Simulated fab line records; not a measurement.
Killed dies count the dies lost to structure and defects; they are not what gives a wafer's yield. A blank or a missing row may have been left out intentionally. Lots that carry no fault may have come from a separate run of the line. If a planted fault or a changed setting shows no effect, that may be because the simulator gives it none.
fab line records    flow sky130
[record] lots = 12  wafers = 36  last_day = 50
route steps=708 shown LDD_P@264 SD_N@350 RES_XHIGH@360 LI_CONTACT@381
lots untouched by any fault: they come from a run of this same line in which no faults occurred
start_h: the number of hours between the record's first day and the start of the first shown wafer of the lot    wait_h: hours elapsed since this lot's preceding step    " unchanged from the row above    L1.1+2: one row covering several wafers at once    - no value present, or no start provided    * or withheld: withheld    < > ~ a bound
route shown NAME@n: NAME is a module with steps in the file, n the number in the route of the first one    usual: mean/standard deviation taken from wafers without a fault    same: alike in all rows    chamber/n: place in a boat    sites: readings site by site    _std_site: standard deviation of those values    _edge_site: outer sites' mean less inner sites'    radius_mm: for every site, how far away it sits from the centre of the wafer    mask NAME#n: copy n    behind: the most recent tool/chamber to have shaped the wafer    hold: cause of the lot's hold/its duration in hours/its outcome    device: whichever transistor did not switch (one of n, p or np)    end of line: the same wafers' tests at the end of the route    for a step that has no rows: nothing shown but its recipe    killed: dies that structure and defects cost at the first sort, which is not the same as the wafer's yield    map: shows each die of a wafer: x if killed, . if not, _ if none is there
set.NAME: the setting the step ran with; set.NAME@STEP: the setting that earlier step ran with    model.NAME: the simulator's own value behind a step, which no gauge read
one table for each step of the route and one row for each wafer, over a sample of lots
services: when a tool's chamber went out of use (start_h, in hours from the record's first day, below 0 if earlier), for how many hours, and the reason
[[steps]]
[step SKY_LDD_P_IMPLANT_09]
[recipe] species = BF2  energy_kev = 25  dose_cm2 = 1e+13  tilt_deg = withheld
[usual] beam_energy_keV = 25.001/0.0079  dose_ions_cm2 = 9.999e+12/1.1e+10  faraday_current_uA = 56.4/1.1
[same] implant_ion_amu = 49
lot.wafer  tool          chamber  start_h  wait_h  beam_energy_keV  dose_ions_cm2  faraday_current_uA
L667.3     implanter-02  0        478.52   0.1     25.011           1.0003e+13     55.4
L667.4     "             0        "        "       25.015           9.995e+12      55.1
L667.5     "             0        "        "       25.003           9.976e+12      55.8
L668.2     implanter-02  0        489.67   0.0     24.992           1.0003e+13     57.4
L668.5     "             0        "        "       24.998           1.0009e+13     57.8
L668.6     "             0        "        "       24.996           1.0006e+13     56.6
L669.2     implanter-03  0        498.47   0.0     24.987           9.99e+12       57.5
L669.4     "             0        "        "       24.976           1.0001e+13     55.5
L669.6     "             0        "        "       24.981           9.978e+12      55.2
L672.1     implanter-02  0        520.05   0.0     24.984           9.998e+12      56.2
L672.2     "             0        "        "       25.003           1.0001e+13     57.7
L672.3     "             0        "        "       24.991           1.0012e+13     56.5
L673.4     implanter-03  0        531.32   0.1     24.995           1.0013e+13     55.7
L673.5     "             0        "        "       25.010           1.0001e+13     56.7
L673.6     "             0        "        "       25.007           1.0004e+13     55.9
L674.1     implanter-03  0        537.20   0.0     25.008           9.992e+12      57.1
L674.2     "             0        "        "       25.001           9.998e+12      56.8
L674.5     "             0        "        "       25.005           9.989e+12      54.5
L676.2     implanter-02  0        545.34   0.0     25.018           9.992e+12      56.3
L676.3     "             0        "        "       25.004           1.001e+13      57.0
L676.6     "             0        "        "       25.005           1e+13          56.8
L677.1     implanter-03  0        560.37   0.0     24.995           9.987e+12      55.6
L677.2     "             0        "        "       24.996           9.977e+12      57.6
L677.5     "             0        "        "       24.998           9.99e+12       56.6
L678.1     implanter-02  0        564.72   0.0     25.007           9.983e+12      57.4
L678.5     "             0        "        "       25.003           9.981e+12      55.7
L678.6     "             0        "        "       25.005           9.97e+12       56.5
L679.1     implanter-02  0        578.72   0.0     25.008           1.0008e+13     58.8
L679.5     "             0        "        "       24.995           9.996e+12      57.2
L679.6     "             0        "        "       25.003           1.0021e+13     57.5
L684.3     implanter-02  0        611.49   0.1     25.007           7.577e+12      41.1
L684.4     "             0        "        "       24.999           7.574e+12      42.9
L684.5     "             0        "        "       25.000           7.586e+12      43.4
L686.3     implanter-02  0        633.99   0.1     24.998           7.572e+12      43.0
L686.4     "             0        "        "       24.997           7.566e+12      43.3
L686.5     "             0        "        "       24.999           7.577e+12      42.1
[step SKY_LDD_P_TW_MEAS_11]
[usual] LDD_P_TW = 637/4.7
lot.wafer  tool           chamber  start_h  wait_h  LDD_P_TW
L667.3     film_metro-02  -        478.74   0.1     637
L667.4     "              -        "        "       642
L667.5     "              -        "        "       637
L668.2     film_metro-01  -        489.90   0.1     640
L668.5     "              -        "        "       639
L668.6     "              -        "        "       637
L669.2     film_metro-01  -        498.70   0.1     640
L669.4     "              -        "        "       640
L669.6     "              -        "        "       641
L672.1     film_metro-02  -        520.30   0.1     642
L672.2     "              -        "        "       643
L672.3     "              -        "        "       637
L673.4     film_metro-01  -        531.53   0.1     642
L673.5     "              -        "        "       639
L673.6     "              -        "        "       639
L674.1     film_metro-01  -        537.45   0.1     637
L674.2     "              -        "        "       640
L674.5     "              -        "        "       645
L676.2     film_metro-01  -        545.58   0.1     643
L676.3     "              -        "        "       641
L676.6     "              -        "        "       641
L677.1     film_metro-01  -        560.62   0.1     640
L677.2     "              -        "        "       644
L677.5     "              -        "        "       643
L678.1     film_metro-02  -        564.97   0.1     634
L678.5     "              -        "        "       632
L678.6     "              -        "        "       637
L679.1     film_metro-03  -        578.97   0.1     630
L679.5     "              -        "        "       630
L679.6     "              -        "        "       634
L684.3     film_metro-02  -        611.71   0.1     584
L684.4     "              -        "        "       584
L684.5     "              -        "        "       580
L686.3     film_metro-03  -        634.21   0.1     573
L686.4     "              -        "        "       573
L686.5     "              -        "        "       572
[step SKY_SD_N_OVL_MEAS_08]
[usual] SD_N_OVL = -0.5/1.4
lot.wafer  tool        chamber  start_h  wait_h  SD_N_OVL[nm]
L668.2     overlay-02  -        700.93   0.1     0.7
L668.5     "           -        "        "       -0.3
L668.6     "           -        "        "       -0.4
L667.3     overlay-01  -        701.23   0.1     0.5
L667.4     "           -        "        "       0.6
L667.5     "           -        "        "       1.6
L669.2     overlay-01  -        708.23   0.1     0.0
L669.4     "           -        "        "       -0.2
L669.6     "           -        "        "       -1.3
L672.1     overlay-01  -        724.83   0.1     1.4
L672.2     "           -        "        "       1.6
L672.3     "           -        "        "       1.7
L673.4     overlay-01  -        736.04   0.1     2.0
L673.5     "           -        "        "       2.6
L673.6     "           -        "        "       1.0
L674.1     overlay-01  -        739.88   0.1     -0.5
L674.2     "           -        "        "       -1.3
L674.5     "           -        "        "       -0.5
L676.2     overlay-01  -        749.23   0.1     -1.4
L676.3     "           -        "        "       -2.0
L676.6     "           -        "        "       -0.6
L677.1     overlay-01  -        760.78   0.1     -0.1
L677.2     "           -        "        "       0.6
L677.5     "           -        "        "       -0.4
L678.1     overlay-01  -        764.11   0.1     -0.6
L678.5     "           -        "        "       -0.2
L678.6     "           -        "        "       1.3
L679.1     overlay-01  -        777.63   0.1     -2.3
L679.5     "           -        "        "       -1.9
L679.6     "           -        "        "       -2.6
L684.3     overlay-01  -        811.07   0.1     0.0
L684.4     "           -        "        "       1.7
L684.5     "           -        "        "       1.3
L686.3     overlay-01  -        828.74   0.1     -0.6
L686.4     "           -        "        "       -0.9
L686.5     "           -        "        "       -0.1
[step SKY_SD_N_RS_MEAS_18]
[recipe] thk_meas_gauge = four-point-probe
[usual] RES_XHIGH_RS = 333.5/1.3
lot.wafer  tool           chamber  start_h  wait_h  RES_XHIGH_RS[ohm/sq]
L668.2     film_metro-02  -        701.90   0.1     334.9
L668.5     "              -        "        "       334.9
L668.6     "              -        "        "       334.8
L667.3     film_metro-04  -        702.22   0.1     335.1
L667.4     "              -        "        "       334.7
L667.5     "              -        "        "       336.0
L669.2     film_metro-04  -        709.20   0.1     334.6
L669.4     "              -        "        "       334.7
L669.6     "              -        "        "       334.4
L672.1     film_metro-02  -        725.84   0.1     331.8
L672.2     "              -        "        "       332.5
L672.3     "              -        "        "       332.3
L673.4     film_metro-02  -        737.04   0.1     330.2
L673.5     "              -        "        "       331.4
L673.6     "              -        "        "       332.3
L674.1     film_metro-04  -        740.84   0.1     335.2
L674.2     "              -        "        "       335.2
L674.5     "              -        "        "       337.2
L676.2     film_metro-02  -        750.20   0.1     332.6
L676.3     "              -        "        "       331.8
L676.6     "              -        "        "       333.0
L677.1     film_metro-02  -        761.74   0.1     334.5
L677.2     "              -        "        "       334.8
L677.5     "              -        "        "       334.4
L678.1     film_metro-02  -        765.07   0.1     334.9
L678.5     "              -        "        "       333.9
L678.6     "              -        "        "       333.4
L679.1     film_metro-04  -        778.59   0.1     334.7
L679.5     "              -        "        "       334.6
L679.6     "              -        "        "       333.9
L684.3     film_metro-04  -        812.11   0.1     335.0
L684.4     "              -        "        "       335.2
L684.5     "              -        "        "       335.7
L686.3     film_metro-03  -        829.79   0.1     331.8
L686.4     "              -        "        "       331.7
L686.5     "              -        "        "       331.9
[step SKY_LI_CONTACT_SPUTTER_19]
[recipe] material = Ti  target_thk_nm = 20  chamber_pressure_pa = 5  power_w = 2500  substrate_temp_c = 200  time_s = 106.37
[usual] throttle_valve_pct = 30.3/0.98
lot.wafer  tool            chamber  start_h  wait_h  throttle_valve_pct
L668.2     pvd_sputter-04  -        730.72   0.0     28.9
L668.5     "               -        "        "       30.8
L668.6     "               -        "        "       29.9
L667.3     pvd_sputter-03  -        731.74   0.0     28.8
L667.4     "               -        "        "       29.7
L667.5     "               -        "        "       30.8
L669.2     pvd_sputter-01  -        738.02   0.0     31.1
L669.4     "               -        "        "       31.3
L669.6     "               -        "        "       32.3
L672.1     pvd_sputter-01  -        754.77   0.0     30.6
L672.2     "               -        "        "       32.2
L672.3     "               -        "        "       29.5
L673.4     pvd_sputter-04  -        764.93   0.0     30.0
L673.5     "               -        "        "       29.7
L673.6     "               -        "        "       30.6
L674.1     pvd_sputter-04  -        768.43   0.0     29.9
L674.2     "               -        "        "       30.9
L674.5     "               -        "        "       30.8
L676.2     pvd_sputter-01  -        778.02   0.0     30.9
L676.3     "               -        "        "       29.8
L676.6     "               -        "        "       32.2
L677.1     pvd_sputter-04  -        789.67   0.0     30.8
L677.2     "               -        "        "       28.6
L677.5     "               -        "        "       29.9
L678.1     pvd_sputter-03  -        792.62   0.0     29.7
L678.5     "               -        "        "       30.7
L678.6     "               -        "        "       29.5
L679.1     pvd_sputter-01  -        806.39   0.0     29.4
L679.5     "               -        "        "       30.6
L679.6     "               -        "        "       32.4
L684.3     pvd_sputter-03  -        840.02   0.0     30.5
L684.4     "               -        "        "       28.8
L684.5     "               -        "        "       29.3
L686.3     pvd_sputter-04  -        857.04   0.0     30.4
L686.4     "               -        "        "       30.9
L686.5     "               -        "        "       30.4
[[services]]
tool            chamber  start_h  hours  kind
pvd_sputter-03  -        463.42   12.1   repair
implanter-02    -        472.57   1.1    repair
pvd_sputter-04  -        501.14   2.5    repair
implanter-03    -        506.50   3.4    pm
pvd_sputter-01  2        529.77   -      consumable_replace:kit
pvd_sputter-01  2        529.77   18.0   scheduled_down
pvd_sputter-01  2        529.77   18.0   vent_cycle
implanter-02    -        530.70   1.3    repair
pvd_sputter-01  -        553.61   2.3    repair
pvd_sputter-03  -        560.91   5.3    repair
implanter-02    -        585.18   5.4    pm
implanter-03    -        731.45   2.5    repair
pvd_sputter-01  1        732.59   -      consumable_replace:kit
pvd_sputter-04  -        743.89   18.3   repair
implanter-03    -        744.55   4.9    repair
implanter-03    -        749.49   3.1    pm
pvd_sputter-03  -        753.47   11.7   repair
pvd_sputter-04  -        770.24   3.4    repair
implanter-02    -        773.68   98.6   pm
pvd_sputter-04  -        836.84   2.4    repair
implanter-03    -        849.36   0.9    repair
pvd_sputter-04  0        849.59   -      consumable_replace:kit
pvd_sputter-04  0        849.59   18.0   scheduled_down
pvd_sputter-04  0        849.59   18.0   vent_cycle
[[key]]
[first_sign] step = SKY_LDD_P_IMPLANT_09  reading = dose_ions_cm2  direction = down  sigmas = 99+  usual = *  struck = *
[effect] step = SKY_LDD_P_IMPLANT_09  reading = faraday_current_uA  direction = down  sigmas = 13  usual = 56.4  struck = 42.6
[effect] step = SKY_LDD_P_TW_MEAS_11  reading = LDD_P_TW  direction = down  sigmas = 13  usual = 637  struck = 578
met_at SKY_LDD_P_IMPLANT_09
struck_lots L684,L686
tester_left_out L684,L686
not_acting_at SKY_SD_N_OVL_MEAS_08,SKY_SD_N_RS_MEAS_18,SKY_LI_CONTACT_SPUTTER_19
onset_between 578.72 611.49
[fault] kind = process_parameter_drift  tool = implanter-02  chamber = -  onset_h = 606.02  steps = SKY_LDD_P_IMPLANT_09  channel = dose_cm2  offset = *  shape = step  end_h = 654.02  acts_in = *  stated = *
// tester_left_out: of these lots the tester's yield and bins aren't shown, on N5 and GAA mostly nor the transistor test; their killed dies are dies lost to structure and defects alone, not to doping, threshold or leakage, so they don't give the yield
